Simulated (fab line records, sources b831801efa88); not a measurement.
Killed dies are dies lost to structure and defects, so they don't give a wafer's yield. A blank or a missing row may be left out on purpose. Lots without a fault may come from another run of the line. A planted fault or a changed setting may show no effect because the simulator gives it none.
Which tool did it? | flow gf180mcu | 7 lots, 19 wafers sampled, at 1 step of a route of 602

WHAT THE GAUGES READ, wafer by wafer
GF_MVSD_TW_MEAS_11.
lot  | measured    | on            | MVSD_TW
L226 | day 4 17:29 | film_metro-03 | 1585 1586 1588
L231 | day 5 21:36 | film_metro-03 | 1592 1580 1593
L233 | day 6 10:44 | film_metro-02 | 1632 1619 1623
L235 | day 7 01:17 | film_metro-03 | 1597 1598 1598
L237 | day 7 11:08 | film_metro-02 | 1593 1611
L239 | day 7 22:08 | film_metro-02 | 1601 1605
L247 | day 9 22:17 | film_metro-02 | 1608 1611 1614

WHICH TOOL RAN EACH LOT (tool, then ch and the chambers of the sampled wafers, then the start)
The record holds no process step before these readings.

THE ANSWER, worked out from the rows above alone
Rule: what is usual is taken from the lots themselves. Put in order of their means at a reading, lots are off if they are a third of the lots or fewer, leave a main group of 4 or more, and stand apart from it by a gap of 3 or more times the standard deviation of the main group's means; of several such gaps the widest counts. A main group whose means are all the same, to the digits that the tables above print for the reading, isn't used. A lot without any number at a reading at which 4 lots or more have one is off too. The other lots that the step has rows for count as sound.
No lot is off at any reading shown: from this, nothing can be told.

WHAT THE SIMULATOR HAD PUT IN
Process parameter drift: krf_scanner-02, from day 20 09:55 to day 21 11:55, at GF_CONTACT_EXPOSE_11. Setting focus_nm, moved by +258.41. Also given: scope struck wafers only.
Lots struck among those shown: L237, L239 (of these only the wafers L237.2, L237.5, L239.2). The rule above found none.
